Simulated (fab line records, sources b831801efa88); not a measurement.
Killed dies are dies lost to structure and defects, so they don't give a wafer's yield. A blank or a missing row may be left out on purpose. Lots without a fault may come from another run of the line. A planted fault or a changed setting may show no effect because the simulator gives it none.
Which tool did it? | flow gf180mcu | 24 lots, 72 wafers sampled, at 6 steps of a route of 602

WHAT THE GAUGES READ, wafer by wafer
GF_M4_CD_MEAS_14: target cd 280 nm.
lot  | measured     | on        | cd_nm (nm)
L074 | day 23 08:41 | cd_sem-02 | 280.7 280.5 281.5
L075 | day 23 11:00 | cd_sem-02 | 280.4 279.5 279.7
L076 | day 24 07:13 | cd_sem-02 | 280.0 280.8 279.5
L077 | day 24 09:27 | cd_sem-01 | 280.8 280.7 282.4
L078 | day 24 23:10 | cd_sem-01 | 279.5 278.6 279.6
L079 | day 25 01:10 | cd_sem-02 | 279.2 279.4 279.2
L080 | day 25 12:42 | cd_sem-01 | 281.6 279.8 280.8
L081 | day 26 01:26 | cd_sem-02 | 280.3 279.7 279.2
L082 | day 26 05:07 | cd_sem-01 | 278.9 278.2 280.1
L083 | day 26 08:39 | cd_sem-01 | 280.2 278.8 279.8
L084 | day 27 00:59 | cd_sem-01 | 278.9 279.8 279.5
L085 | day 27 05:31 | cd_sem-01 | 278.0 279.2 278.6
L086 | day 27 16:57 | cd_sem-02 | 280.6 278.8 279.7
L087 | day 27 22:07 | cd_sem-02 | 279.3 279.9 278.3
L088 | day 28 07:39 | cd_sem-01 | 278.7 279.3 279.7
L089 | day 28 16:37 | cd_sem-02 | 278.8 277.9 278.5
L090 | day 28 22:22 | cd_sem-01 | 280.8 281.5 280.4
L091 | day 29 01:00 | cd_sem-02 | 280.6 280.5 280.1
L092 | day 29 12:30 | cd_sem-01 | 280.7 281.1 280.8
L093 | day 29 15:55 | cd_sem-01 | 278.4 280.1 280.3
L094 | day 29 20:30 | cd_sem-01 | 280.7 281.5 280.9
L095 | day 30 00:46 | cd_sem-02 | 282.1 281.2 281.4
L096 | day 30 08:40 | cd_sem-02 | 279.9 280.5 279.9
L097 | day 30 16:11 | cd_sem-01 | 280.1 281.1 279.9

GF_PASSIVATION_THK_MEAS_01.
lot  | measured     | on            | PASSIVATION_CVD_00_THK (nm)
L074 | day 28 03:21 | film_metro-03 | 998 1014 1019
L075 | day 28 05:32 | film_metro-02 | 1003 991 1023
L076 | day 28 23:22 | film_metro-03 | 999 1000 1006
L077 | day 29 01:16 | film_metro-01 | 996 1004 1015
L078 | day 29 10:32 | film_metro-01 | 1004 1011 1035
L079 | day 29 13:14 | film_metro-03 | 991 982 1003
L080 | day 30 00:27 | film_metro-03 | 1003 988 995
L081 | day 30 11:52 | film_metro-01 | 998 1004 994
L082 | day 30 14:59 | film_metro-01 | 1002 1000 1017
L083 | day 30 17:58 | film_metro-01 | 1007 998 1012
L084 | day 31 08:34 | film_metro-03 | 1004 1022 1014
L085 | day 31 12:39 | film_metro-01 | 998 1006 1001
L086 | day 31 19:42 | film_metro-03 | 1001 990 982
L087 | day 32 01:15 | film_metro-03 | 991 1003 1012
L088 | day 32 10:54 | film_metro-03 | 991 1002 1012
L089 | day 32 17:42 | film_metro-03 | 1011 1027 1007
L090 | day 32 21:42 | film_metro-01 | 1003 1021 1018
L091 | day 33 01:30 | film_metro-02 | 995 977 990
L092 | day 33 10:23 | film_metro-03 | 1014 996 1017
L093 | day 33 12:34 | film_metro-01 | 990 979 995
L094 | day 33 18:47 | film_metro-02 | 990 977 1010
L095 | day 33 21:23 | film_metro-01 | 985 995 1020
L096 | day 34 04:22 | film_metro-01 | 985 980 1003
L097 | day 34 10:37 | film_metro-01 | 1020 1005 1010

WHICH TOOL RAN EACH LOT (tool, then ch and the chambers of the sampled wafers, then the start)
lot  | GF_M2_SPUTTER_04             | GF_V3_SPUTTER_22             | GF_MIM_SPUTTER_00            | GF_V5_STRIP_18
L074 | pvd_sputter-02, day 18 03:58 | pvd_sputter-01, day 22 08:51 | pvd_sputter-02, day 24 10:17 | plasma_asher-01 ch 0,1, day 27 04:34
L075 | pvd_sputter-03, day 18 09:50 | pvd_sputter-04, day 22 11:26 | pvd_sputter-02, day 24 12:32 | plasma_asher-01 ch 0,1, day 27 06:59
L076 | pvd_sputter-04, day 19 02:40 | pvd_sputter-01, day 23 07:26 | pvd_sputter-03, day 25 08:23 | plasma_asher-01 ch 0,1, day 28 00:34
L077 | pvd_sputter-03, day 19 08:30 | pvd_sputter-04, day 23 10:19 | pvd_sputter-02, day 25 11:13 | plasma_asher-03 ch 0,1, day 28 03:50
L078 | pvd_sputter-04, day 19 16:48 | pvd_sputter-01, day 24 00:43 | pvd_sputter-03, day 25 23:27 | plasma_asher-01 ch 0,1, day 28 13:26
L079 | pvd_sputter-02, day 19 23:13 | pvd_sputter-04, day 24 02:34 | pvd_sputter-01, day 26 01:26 | plasma_asher-01 ch 0,1, day 28 16:05
L080 | pvd_sputter-03, day 20 13:30 | pvd_sputter-04, day 24 14:31 | pvd_sputter-03, day 26 12:53 | plasma_asher-03 ch 0,1, day 29 03:17
L081 | pvd_sputter-03, day 21 01:02 | pvd_sputter-01, day 25 03:08 | pvd_sputter-01, day 27 01:23 | plasma_asher-04 ch 0,1, day 29 14:52
L082 | pvd_sputter-03, day 21 06:26 | pvd_sputter-04, day 25 07:17 | pvd_sputter-01, day 27 04:28 | plasma_asher-03 ch 0, day 29 17:49
L083 | pvd_sputter-02, day 21 10:23 | pvd_sputter-01, day 25 10:28 | pvd_sputter-01, day 27 08:46 | plasma_asher-03 ch 0,1, day 29 21:10
L084 | pvd_sputter-04, day 22 03:21 | pvd_sputter-02, day 26 03:28 | pvd_sputter-02, day 28 00:25 | plasma_asher-03 ch 0,1, day 30 13:02
L085 | pvd_sputter-02, day 22 08:46 | pvd_sputter-02, day 26 07:41 | pvd_sputter-02, day 28 04:56 | plasma_asher-04 ch 0, day 30 16:22
L086 | pvd_sputter-02, day 23 00:49 | pvd_sputter-02, day 26 20:13 | pvd_sputter-01, day 28 15:16 | plasma_asher-04 ch 0,1, day 31 00:01
L087 | pvd_sputter-03, day 23 04:22 | pvd_sputter-01, day 27 00:56 | pvd_sputter-03, day 28 20:28 | plasma_asher-01 ch 0,1, day 31 06:18
L088 | pvd_sputter-03, day 23 16:19 | pvd_sputter-02, day 27 11:04 | pvd_sputter-03, day 29 06:25 | plasma_asher-01 ch 0,1, day 31 14:59
L089 | pvd_sputter-03, day 24 02:39 | pvd_sputter-04, day 27 20:59 | pvd_sputter-01, day 29 14:16 | plasma_asher-01 ch 0,1, day 31 22:37
L090 | pvd_sputter-02, day 24 08:48 | pvd_sputter-02, day 28 01:32 | pvd_sputter-02, day 29 20:16 | plasma_asher-03 ch 0,1, day 32 03:18
L091 | pvd_sputter-04, day 24 10:48 | pvd_sputter-01, day 28 04:32 | pvd_sputter-01, day 29 23:20 | plasma_asher-01 ch 0,1, day 32 06:53
L092 | pvd_sputter-02, day 25 02:01 | pvd_sputter-01, day 28 17:02 | pvd_sputter-03, day 30 09:55 | plasma_asher-03 ch 0,1, day 32 16:19
L093 | pvd_sputter-02, day 25 06:14 | pvd_sputter-02, day 28 19:58 | pvd_sputter-01, day 30 13:33 | plasma_asher-01 ch 0,1, day 32 18:40
L094 | pvd_sputter-04, day 25 09:12 | pvd_sputter-01, day 29 00:35 | pvd_sputter-01, day 30 18:13 | plasma_asher-04 ch 0,1, day 33 00:31
L095 | pvd_sputter-03, day 25 13:06 | pvd_sputter-01, day 29 04:35 | pvd_sputter-02, day 30 22:28 | plasma_asher-04 ch 0,1, day 33 03:17
L096 | pvd_sputter-02, day 26 00:49 | pvd_sputter-02, day 29 13:26 | pvd_sputter-02, day 31 06:01 | plasma_asher-01 ch 0,1, day 33 10:22
L097 | pvd_sputter-04, day 26 07:09 | pvd_sputter-01, day 29 20:30 | pvd_sputter-02, day 31 13:31 | plasma_asher-01 ch 0,1, day 33 16:55
- GF_M2_SPUTTER_04: material TiN, target thk 50 nm, time 41.7 s.
- GF_V3_SPUTTER_22: material TiN, target thk 10 nm, time 40 s.
- GF_MIM_SPUTTER_00: material Ti, target thk 37.5 nm, time 150 s.
- GF_V5_STRIP_18: strips in O2/N2.

WHAT THE TOOLS THEMSELVES READ (means of the sampled wafers that have a number; where no wafer has one, the mark that the record gives instead)
GF_M2_SPUTTER_04.
lot  | tool           | throttle_valve_pct (%)
L074 | pvd_sputter-02 | 29.8
L075 | pvd_sputter-03 | 31.3
L076 | pvd_sputter-04 | 30.3
L077 | pvd_sputter-03 | 30.5
L078 | pvd_sputter-04 | 30.0
L079 | pvd_sputter-02 | 30.8
L080 | pvd_sputter-03 | 30.6
L081 | pvd_sputter-03 | 29.8
L082 | pvd_sputter-03 | 31.3
L083 | pvd_sputter-02 | 30.5
L084 | pvd_sputter-04 | 30.5
L085 | pvd_sputter-02 | 30.1
L086 | pvd_sputter-02 | 30.3
L087 | pvd_sputter-03 | 29.6
L088 | pvd_sputter-03 | 30.1
L089 | pvd_sputter-03 | 30.6
L090 | pvd_sputter-02 | 30.5
L091 | pvd_sputter-04 | 30.1
L092 | pvd_sputter-02 | 30.7
L093 | pvd_sputter-02 | 30.3
L094 | pvd_sputter-04 | 30.3
L095 | pvd_sputter-03 | 30.6
L096 | pvd_sputter-02 | 30.1
L097 | pvd_sputter-04 | 30.5

GF_V3_SPUTTER_22.
lot  | tool           | throttle_valve_pct (%)
L074 | pvd_sputter-01 | 30.0
L075 | pvd_sputter-04 | 30.3
L076 | pvd_sputter-01 | 30.3
L077 | pvd_sputter-04 | 30.4
L078 | pvd_sputter-01 | 30.6
L079 | pvd_sputter-04 | 30.5
L080 | pvd_sputter-04 | 30.5
L081 | pvd_sputter-01 | 30.0
L082 | pvd_sputter-04 | 30.6
L083 | pvd_sputter-01 | 30.4
L084 | pvd_sputter-02 | 30.0
L085 | pvd_sputter-02 | 30.3
L086 | pvd_sputter-02 | 30.3
L087 | pvd_sputter-01 | 30.4
L088 | pvd_sputter-02 | 29.9
L089 | pvd_sputter-04 | 30.1
L090 | pvd_sputter-02 | 29.8
L091 | pvd_sputter-01 | 30.3
L092 | pvd_sputter-01 | 30.2
L093 | pvd_sputter-02 | 30.5
L094 | pvd_sputter-01 | 30.3
L095 | pvd_sputter-01 | 30.4
L096 | pvd_sputter-02 | 30.5
L097 | pvd_sputter-01 | 30.0

GF_MIM_SPUTTER_00.
lot  | tool           | throttle_valve_pct (%)
L074 | pvd_sputter-02 | 30.4
L075 | pvd_sputter-02 | 30.6
L076 | pvd_sputter-03 | 29.7
L077 | pvd_sputter-02 | 30.5
L078 | pvd_sputter-03 | 30.2
L079 | pvd_sputter-01 | 29.6
L080 | pvd_sputter-03 | 30.5
L081 | pvd_sputter-01 | 30.3
L082 | pvd_sputter-01 | 29.9
L083 | pvd_sputter-01 | 30.9
L084 | pvd_sputter-02 | 30.1
L085 | pvd_sputter-02 | 30.4
L086 | pvd_sputter-01 | 30.4
L087 | pvd_sputter-03 | 29.7
L088 | pvd_sputter-03 | 29.5
L089 | pvd_sputter-01 | 30.6
L090 | pvd_sputter-02 | 29.7
L091 | pvd_sputter-01 | 30.3
L092 | pvd_sputter-03 | 30.2
L093 | pvd_sputter-01 | 30.1
L094 | pvd_sputter-01 | 30.5
L095 | pvd_sputter-02 | 30.5
L096 | pvd_sputter-02 | 30.7
L097 | pvd_sputter-02 | 29.9

GF_V5_STRIP_18.
lot  | tool            | drypump_motor_current_A (A) | heater_power_w (W) | oes_product_au (a.u.)
L074 | plasma_asher-01 | 5.9                         | 376                | 0.566
L075 | plasma_asher-01 | 5.8                         | 353                | 0.568
L076 | plasma_asher-01 | 5.8                         | 352                | 0.568
L077 | plasma_asher-03 | 5.7                         | 360                | 0.571
L078 | plasma_asher-01 | 5.9                         | 373                | 0.572
L079 | plasma_asher-01 | 5.7                         | 347                | 0.568
L080 | plasma_asher-03 | 5.7                         | 361                | 0.572
L081 | plasma_asher-04 | 5.5                         | 338                | 0.566
L082 | plasma_asher-03 | 5.9                         | 358                | 0.569
L083 | plasma_asher-03 | 5.7                         | 364                | 0.563
L084 | plasma_asher-03 | 5.7                         | 357                | 0.567
L085 | plasma_asher-04 | 5.5                         | 340                | 0.575
L086 | plasma_asher-04 | 5.5                         | 341                | 0.572
L087 | plasma_asher-01 | 5.8                         | 344                | 0.570
L088 | plasma_asher-01 | 5.9                         | 371                | 0.569
L089 | plasma_asher-01 | 5.9                         | 371                | 0.566
L090 | plasma_asher-03 | 5.7                         | 367                | 0.567
L091 | plasma_asher-01 | 5.7                         | 351                | 0.565
L092 | plasma_asher-03 | 5.5                         | 364                | 0.570
L093 | plasma_asher-01 | 5.8                         | 344                | 0.571
L094 | plasma_asher-04 | 5.5                         | 355                | 0.567
L095 | plasma_asher-04 | 5.5                         | 342                | 0.570
L096 | plasma_asher-01 | 5.9                         | 378                | 0.571
L097 | plasma_asher-01 | 5.8                         | 345                | 0.569

THE ANSWER, worked out from the rows above alone
Rule: what is usual is taken from the lots themselves. Put in order of their means at a reading, lots are off if they are a third of the lots or fewer, leave a main group of 4 or more, and stand apart from it by a gap of 3 or more times the standard deviation of the main group's means; of several such gaps the widest counts. A main group whose means are all the same, to the digits that the tables above print for the reading, isn't used. A lot without any number at a reading at which 4 lots or more have one is off too. The other lots that the step has rows for count as sound. The gauges are gone through in route order, then the tools' own readings, and for those a lot's mean is taken as printed above. The first step at which some lot is off is used, and at that step the reading that is off furthest; a lot without a number counts as furthest.
No lot is off at any reading shown: from this, nothing can be told.

WHAT THE SIMULATOR HAD PUT IN
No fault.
